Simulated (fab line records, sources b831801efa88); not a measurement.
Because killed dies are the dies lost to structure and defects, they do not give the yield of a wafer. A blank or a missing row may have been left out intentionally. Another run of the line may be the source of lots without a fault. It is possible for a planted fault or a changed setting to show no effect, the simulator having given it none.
Split-lot trial    flow gf180mcu    5 lots, 23 wafers read, on a route of 602 steps

== THE SPLIT ITSELF ==
At GF_M3_SPUTTER_03 (material Ti, target thk 10 nm, time 6.7 s), the setting powerW was moved away from the recipe's 3000 W on 9 of the 23 wafers read, by -5.4% to +9.0%. For the rest of the wafers, this setting stayed at what the recipe calls for.

Reading taken at the split's own step.

== THE READING ==
Ti_of_M3_SPUTTER_03.thkNm (the simulator's own value, which no gauge read), in nm, at GF_M3_SPUTTER_03 (material Ti, target thk 10 nm, time 6.7 s). No usual value for it is given in the file. Here, 14 wafers ran the recipe; their average is 10.008 nm with a standard deviation of 0.15 nm.

wafer   tool, chamber at the split  powerW as run, W  against the recipe  Ti_of_M3_SPUTTER_03.thkNm, nm  against lot-mates on the recipe
L076.1  pvdSputter-02, -            3000              recipe              9.976                          -
L076.5  pvdSputter-02, -            3000              recipe              10.03                          -
L076.6  pvdSputter-02, -            3000              recipe              10.11                          -
L078.1  pvdSputter-02, -            3197              +6.6%               10.36                          +0.649
L078.2  pvdSputter-02, -            3197              +6.6%               10.2                           +0.489
L078.4  pvdSputter-02, -            3000              recipe              9.772                          -
L078.5  pvdSputter-02, -            3197              +6.6%               10.5                           +0.789
L078.6  pvdSputter-02, -            3000              recipe              9.65                           -
L082.1  pvdSputter-02, -            3115              +3.8%               10.56                          +0.461
L082.2  pvdSputter-02, -            3115              +3.8%               10.55                          +0.451
L082.3  pvdSputter-02, -            3000              recipe              10.09                          -
L082.4  pvdSputter-02, -            3000              recipe              10.26                          -
L082.5  pvdSputter-02, -            3000              recipe              9.946                          -
L083.2  pvdSputter-02, -            3000              recipe              9.997                          -
L083.3  pvdSputter-02, -            3000              recipe              10.17                          -
L083.4  pvdSputter-02, -            3000              recipe              10.09                          -
L083.5  pvdSputter-02, -            3269              +9.0%               10.86                          +0.774
L083.6  pvdSputter-02, -            3269              +9.0%               10.81                          +0.724
L084.2  pvdSputter-04, -            3000              recipe              9.942                          -
L084.3  pvdSputter-04, -            3000              recipe              10.09                          -
L084.4  pvdSputter-04, -            2839              -5.4%               9.489                          -0.519
L084.5  pvdSputter-04, -            3000              recipe              9.992                          -
L084.6  pvdSputter-04, -            2839              -5.4%               9.542                          -0.466

THE FIT
A straight line over all 23 wafers: Ti_of_M3_SPUTTER_03.thkNm changes by +0.0827 nm for each +1% of powerW; r = +0.89; the points scatter about the line by 0.17 nm.
The same after taking each lot's own level away (the mean of its wafers on the recipe; 23 wafers): +0.0917 nm for each +1%; r = +0.97; scatter 0.092 nm.
On that fit, the largest move of powerW shifts the reading by 0.82 nm.
Measured against the standard deviation above, the lots' own levels, which go from 9.7110 to 10.0987 nm, span 2.6 times it.
The two slopes agree, so the slope changes little with the lot-to-lot level.
Check: with one of the wafers moved furthest among these (+9.0%) left out of the fit, the line predicts +0.846 nm for it against its lot-mates. It came out at +0.774 nm against them.

== OTHER SPLITS APPLIED TO THESE WAFERS ==
Other splits were also applied to these wafers ahead of the reading. Each is held against what the fit with the lots' levels taken away leaves over:
other split on the same wafers  wafers away from the commonest value  r with Ti_of_M3_SPUTTER_03.thkNm (lot level and that fit taken away)
GF_M2_COAT_09 resistThkNm       7                                     -0.03
GF_V2_COAT_09 resistThkNm       9                                     -0.12
GF_V2_ETCH_16 ionEnergyEv       11                                    -0.03

== THE FILE'S OWN FIT ==
Ti_of_M3_SPUTTER_03.thkNm changes by +0.092 nm for each +1% of powerW, r = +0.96.
